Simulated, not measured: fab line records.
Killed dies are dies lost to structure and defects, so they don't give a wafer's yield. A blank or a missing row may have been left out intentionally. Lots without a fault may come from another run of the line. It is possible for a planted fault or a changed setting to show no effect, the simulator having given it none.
Comparing a struck lot with a sound one	flow gf180mcu	15 out of 602 route steps
Sound: wafers L139.1, L139.5, L139.6. Struck: wafers L151.1, L151.2, L151.6. The cause is given at the end.
For every step that has rows: the tool of each side, followed by ch and its chambers, followed by its first start. Under that, the readings that differ: sound wafers	struck wafers	difference of the means	sigmas: that difference in standard deviations of wafers without a fault.
alike: same words and numbers on both sides, and readings whose means sit less than 2 such deviations apart. not compared: any withheld reading, any reading some wafer has no value for, any bound like >300 that may hide the same value, and any number with overlapping values for which the record gives no deviation.
A row with sigmas, a row that says differs or no value, or rows on one side alone: a step with any of these is where the two part. Numbers that have no deviation but don't overlap get no sigmas and don't part them. Lack of a reading on every wafer of one side parts them only where that side has two or more wafers.

GF_TOP_METAL_SPUTTER_04: material TiN, target thk 25 nm, time 20.8 s.
  sound on pvd-sputter-02 at day 30 04:29; struck on pvd-sputter-04 at day 33 03:59
  alike: throttle-valve-pct
GF_TOP_METAL_RS_MEAS_05: measurement is done with a four-point probe.
  sound on film-metro-02 at day 30 04:31; struck on film-metro-03 at day 33 04:01
reading	sound	struck	difference	sigmas
TOP_METAL_ALCU_RS (ohm/sq)	0.03317 0.03312 0.03295	0.03251 0.03252 0.0324	-0.00060	-2
GF_TOP_METAL_THK_MEAS_06: measures by xrf.
  sound on film-metro-02 at day 30 04:38; struck on film-metro-03 at day 33 04:08
reading	sound	struck	difference	sigmas
TOP_METAL_ALCU_THK (nm)	878 879 882	909 906 915	+30	+3
then, 7 steps without rows for these wafers: GF_TOP_METAL_DEHYDRATE_07 (time 60 s); GF_TOP_METAL_HMDS_08 (prime time 60 s); GF_TOP_METAL_COAT_09 (resist thk 1500 nm); GF_TOP_METAL_SOFTBAKE_10 (time 60 s); GF_TOP_METAL_EXPOSE_11 (exposes mask MetalTop, target cd 440 nm); GF_TOP_METAL_PEB_12; GF_TOP_METAL_DEVELOP_13 (develop time 60 s).
GF_TOP_METAL_CD_MEAS_14 targets a cd of 440 nm.
  sound on cd-sem-01 at day 30 22:11; struck on cd-sem-02 at day 33 20:02
  alike: cd-nm
GF_TOP_METAL_OVL_MEAS_15:
  sound on overlay-02 at day 30 22:18; struck on overlay-02 at day 33 20:09
  alike: TOP_METAL_OVL
GF_TOP_METAL_METAL_ETCH_16: etches the open film in Cl2/BCl3, stops on SiO2, target depth 1077.5 nm, time 179.6 s.
  sound on rie-metal-03 ch 0, day 30 22:20; struck on rie-metal-01 ch 0,1, day 33 20:11
reading	sound	struck	difference	sigmas
oes-product-au (a.u.)	0.956 0.957 0.955	0.899 0.898 0.887	-0.061	-10
throttle-valve-pct (%)	28.268 28.272 28.254	28.313 28.313 28.321	+0.051	+5
model.etch.depth-nm (nm)	1009 1015 1016	904.9 897.7 899.4	-112.7	
model.TOP_METAL.feature-depth-nm (nm)	1009 1015 1016	904.9 897.7 899.4	-112.7	
model.NOVOLAK_of_TOP_METAL_COAT_09.thk-nm (nm)	1075 1074 1075	1146 1149 1150	+74	
  alike: drypump-motor-current-A
  not compared: rf-hours-counter-h
GF_TOP_METAL_STRIP_17: strips in O2/N2.
  sound on plasma-asher-04 ch 0,1, day 30 22:41; struck on plasma-asher-01 ch 0,1, day 33 20:22
reading	sound	struck	difference	sigmas
drypump-motor-current-A (A)	5.8 5.8 5.3	6.7 6.6 6.7	+1.0	+2
strip-time-to-endpoint-s (s)	13.53 13.50 13.51	14.35 14.38 14.38	+0.86	+13
  alike: heater-power-w, oes-product-au
  not compared: rf-hours-counter-h
then, 1 step without rows for these wafers: GF_TOP_METAL_STRIP_18 (strips in post etch residue remover, time 1200 s).

== WHERE THEY PART ==
Last at GF_TOP_METAL_STRIP_17 as far as this record goes, first at GF_TOP_METAL_RS_MEAS_05.

WHY: what had been put in by the simulator
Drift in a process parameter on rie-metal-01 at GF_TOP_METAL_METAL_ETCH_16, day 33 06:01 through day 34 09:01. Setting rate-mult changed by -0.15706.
